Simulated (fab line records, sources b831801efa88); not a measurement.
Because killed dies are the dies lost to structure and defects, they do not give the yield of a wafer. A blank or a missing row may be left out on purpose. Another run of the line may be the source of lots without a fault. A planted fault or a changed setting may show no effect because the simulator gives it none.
A struck lot beside a sound one ; flow sfqLine ; 28 steps out of a route of 325
Sound: these wafers, L330.1, L330.2, L330.5. Struck: wafer L344.3 (left out: L344.2, a lot-mate that was not struck); the cause follows at the end.
For every step that has rows: the tool of each side, followed by ch and its chambers, followed by its first start. Under that, the readings that differ: sound wafers ; struck wafers ; difference of the means ; sigmas: that difference in standard deviations of wafers without a fault.
alike: same words and numbers on both sides, and readings whose means sit less than 2 such deviations apart. not compared: any withheld reading, any reading some wafer has no value for, any bound like >300 that may hide the same value, and any number with overlapping values for which the record gives no deviation.
A row with sigmas, a row that says differs or no value, or rows on one side alone: a step with any of these is where the two part. Numbers that have no deviation but don't overlap get no sigmas and don't part them. Lack of a reading on every wafer of one side parts them only where that side has two or more wafers.

first, 6 steps without rows for these wafers: SFQ_TRILAYER_M0_LITHO_COAT_026 (resist thk 62 nm); SFQ_TRILAYER_M0_LITHO_COAT_021 (resist thk 600 nm); SFQ_TRILAYER_M0_LITHO_SOFTBAKE_025; SFQ_TRILAYER_M0_LITHO_EXPOSE_022 (exposes mask M0, target cd 500 nm); SFQ_TRILAYER_M0_LITHO_PEB_024 (peb time 60 s); SFQ_TRILAYER_M0_LITHO_DEVELOP_023 (time 60 s).
SFQ_M0_OVL_MEAS_906:
  sound on overlay-01, day 6 19:43; struck on overlay-02, day 10 00:49
  alike: M0_OVL
then, 1 step without rows for these wafers: SFQ_TRILAYER_M0_BARC_OPEN_METAL_ETCH_031 (etches BARC in O2, target depth 125 nm, time 41.7 s).
SFQ_TRILAYER_M0_ETCH_METAL_ETCH_024: etches Nb in Cl2/Ar, stops on SiO2, target depth 240 nm, time 120 s.
  sound on rieMetal-04 ch 0,1, day 6 19:49; struck on rieMetal-02 ch 1, day 10 00:54
  alike: drypumpMotorCurrentA, oesProductAu
  not compared: rfHoursCounterH
SFQ_TRILAYER_M0_STRIP_STRIP_025: strips in O2.
  sound on rieMetal-04 ch 0,1, day 6 19:56; struck on rieMetal-02 ch 1, day 10 01:02
  alike: drypumpMotorCurrentA, oesProductAu
  not compared: rfHoursCounterH
then, 1 step without rows for these wafers: SFQ_TRILAYER_M0_STRIP_SOLV_CLEAN_026 (cleans in NMP, time 600 s).
SFQ_TRILAYER_I0_DEP_PECVD_027: deposits SiO2 from SiH4/N2O, time 111.11 s, target thk 500 nm.
  sound on pecvd-01 ch 0,1, day 6 20:43; struck on pecvd-01 ch 2, day 10 01:48
  alike: heaterPowerW, susceptorTempC, throttleValvePct
SFQ_TRILAYER_I0_CMP_CMP_028: polishes SiO2.
  sound on cmp-02 ch 1,2,3, day 7 03:59; struck on cmp-01 ch 2, day 10 12:10
reading;sound;struck;difference;sigmas
model.SiO2_of_TRILAYER_I0_DEP_PECVD_027.thkNm (nm);199.7 198.5 201.2;216;+16;
  alike: motorCurrentA, retainingRingPressureFrac, timeToEndpointS
SFQ_I0_BOW_MEAS_907:
  sound on filmMetro-02, day 7 06:59; struck on filmMetro-02, day 10 14:11
  alike: I0_BOW
SFQ_TRILAYER_I0_METRO_MEASURE_029:
  sound on filmMetro-02, day 7 07:07; struck on filmMetro-02, day 10 14:29
reading;sound;struck;difference;sigmas
thkNm (nm);199.5 198.5 201.4;216.1;+16.3;+16
then, 6 steps without rows for these wafers: SFQ_TRILAYER_I0_VIA_LITHO_COAT_036 (resist thk 62 nm); SFQ_TRILAYER_I0_VIA_LITHO_COAT_031 (resist thk 650 nm); SFQ_TRILAYER_I0_VIA_LITHO_SOFTBAKE_035; SFQ_TRILAYER_I0_VIA_LITHO_EXPOSE_032 (exposes mask I0, target cd 500 nm); SFQ_TRILAYER_I0_VIA_LITHO_PEB_034 (peb time 60 s); SFQ_TRILAYER_I0_VIA_LITHO_DEVELOP_033 (time 60 s).
-- the record jumps here: 4 days lie between the struck wafers' starts before and after --
SFQ_I0_OVL_MEAS_908:
  sound on overlay-01, day 10 08:02; struck on overlay-01, day 14 04:26
reading;sound;struck;difference;sigmas
I0_OVL (nm);-3 0 3;-11;-11;-2
SFQ_TRILAYER_I0_VIA_BARC_OPEN_VIA_ETCH_046: etches BARC in O2, target depth 125 nm, time 41.7 s.
  sound on rieDiel-01 ch 0,1,3, day 10 08:04; struck on rieDiel-02 ch 1, day 14 04:28
reading;sound;struck;difference;sigmas
oesProductAu (a.u.);0.683 0.686 0.684;0.671;-0.013;-3
  alike: drypumpMotorCurrentA
  not compared: rfHoursCounterH
SFQ_TRILAYER_I0_VIA_ETCH_VIA_ETCH_034: etches SiO2 in CHF3, stops on Nb, target depth 260 nm.
  sound on rieDiel-01 ch 0,1,3, day 10 08:07; struck on rieDiel-02 ch 1, day 14 04:31
reading;sound;struck;difference;sigmas
oesProductAu (a.u.);0.849 0.854 0.864;0.886;+0.030;+6
model.etch.depthNm (nm);199.7 198.5 201.2;216;+16;
model.I0.featureDepthNm (nm);199.7 198.5 201.2;216;+16;
  alike: drypumpMotorCurrentA
SFQ_TRILAYER_I0_VIA_STRIP_STRIP_035: strips in O2.
  sound on rieMetal-03 ch 0,1, day 10 08:13; struck on rieMetal-01 ch 0, day 14 04:38
  alike: drypumpMotorCurrentA, oesProductAu
  not compared: rfHoursCounterH
then, 1 step without rows for these wafers: SFQ_TRILAYER_I0_VIA_STRIP_SOLV_CLEAN_036 (cleans in NMP, time 600 s).
SFQ_TRILAYER_M1_DEP_PRE_CLEAN_038: time 22.5 s.
  sound on pvdSputter-04, day 10 09:01; struck on pvdSputter-05, day 14 05:24
reading;sound;struck;difference;sigmas
model.SiO2_of_TRILAYER_I0_DEP_PECVD_027.thkNm (nm);192.2 191 193.7;208.5;+16.2;
then, 1 step without rows for these wafers: SFQ_TRILAYER_M1_DEP_SPUTTER_037 (material Nb, target thk 200 nm, time 133.3 s).

WHERE THEY PART
At SFQ_TRILAYER_I0_METRO_MEASURE_029 first; at SFQ_TRILAYER_I0_VIA_ETCH_VIA_ETCH_034 last (within this record only). Later steps at which nothing parts them and some readings are alike: SFQ_TRILAYER_I0_VIA_STRIP_STRIP_035.

WHY: whatever the simulator had introduced
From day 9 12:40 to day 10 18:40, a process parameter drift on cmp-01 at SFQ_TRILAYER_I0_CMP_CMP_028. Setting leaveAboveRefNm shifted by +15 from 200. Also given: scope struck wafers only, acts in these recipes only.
